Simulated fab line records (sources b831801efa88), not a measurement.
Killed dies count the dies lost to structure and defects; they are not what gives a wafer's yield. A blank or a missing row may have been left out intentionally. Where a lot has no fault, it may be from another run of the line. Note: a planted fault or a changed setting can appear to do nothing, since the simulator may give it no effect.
A lot that was struck, set against a sound lot :: flow sky130 :: 15 out of 708 route steps
Sound: these wafers, L373.4, L373.5, L373.6. The struck wafers were L382.3, L382.4, L382.5. The cause is named last.
At each step with rows: each side's tool, then ch and its chambers, then its first start. Under that, the readings that differ: sound wafers :: struck wafers :: difference of the means :: sigmas: that difference in standard deviations of wafers without a fault.
alike: same words and numbers on both sides, and readings whose means sit less than 2 such deviations apart. not compared: any withheld reading, any reading some wafer has no value for, any bound like >300 that may hide the same value, and any number with overlapping values for which the record gives no deviation.
A row with sigmas, a row that says differs or no value, or rows on one side alone: a step with any of these is where the two part. Non-overlapping numbers with no deviation appear without sigmas and do not part them. Lack of a reading on every wafer of one side parts them only where that side has two or more wafers.

first, 5 steps without rows for these wafers: SKY_PWDE_COAT_02 (resist thk 3000 nm); SKY_PWDE_SOFTBAKE_03; SKY_PWDE_EXPOSE_04 (exposes mask PWDEM, target cd 840 nm); SKY_PWDE_PEB_05; SKY_PWDE_DEVELOP_06 (develop time 60 s).
SKY_PWDE_OVL_MEAS_07:
  sound: overlay-01 at day 4 07:20; struck: overlay-01 at day 6 11:50
  alike: PWDE_OVL
after that, 1 step had no rows for these wafers: SKY_PWDE_IMPLANT_08.
SKY_PWDE_STRIP_09: strips in O2/N2.
  sound on plasma asher-04 ch 0,1, day 4 07:32; struck on plasma asher-01 ch 0,1, day 6 12:02
reading: strip time to endpoint s (s)
sound: 37.05 36.97 37.06
struck: 36.76 36.77 36.83
difference: -0.24
sigmas: -2
  alike: drypump motor current A, oes product au
  not compared: rf hours counter h
SKY_PWDE_TW_MEAS_10:
  sound: film metro-04 at day 4 07:38; struck: film metro-01 at day 6 12:07
  alike: PWDE_TW
then, 3 steps without rows for these wafers: SKY_NWELL_DEHYDRATE_03 (time 60 s); SKY_NWELL_HMDS_04 (prime time 60 s); SKY_NWELL_COAT_05 (resist thk 3000 nm).
SKY_NWELL_SOFTBAKE_06:
  sound on litho track-04 ch 0, day 4 15:16; struck on litho track-04 ch 0, day 6 21:02
reading: heater power total W (W)
sound: 65.47 65.50 65.10
struck: 66.19 66.07 65.95
difference: +0.71
sigmas: +5

reading: plate temp C (C)
sound: 109.85 109.85 109.94
struck: 110.95 111.12 110.99
difference: +1.14
sigmas: +8
  alike: resist line temp C
then, 2 steps without rows for these wafers: SKY_NWELL_EXPOSE_07 (exposes mask NWM, target cd 840 nm); SKY_PAD_OPEN_PROBE_99.

== WHERE THEY PART ==
Earliest at SKY_PWDE_STRIP_09; latest, in this record, at SKY_NWELL_SOFTBAKE_06.

WHY: the cause the simulator had injected
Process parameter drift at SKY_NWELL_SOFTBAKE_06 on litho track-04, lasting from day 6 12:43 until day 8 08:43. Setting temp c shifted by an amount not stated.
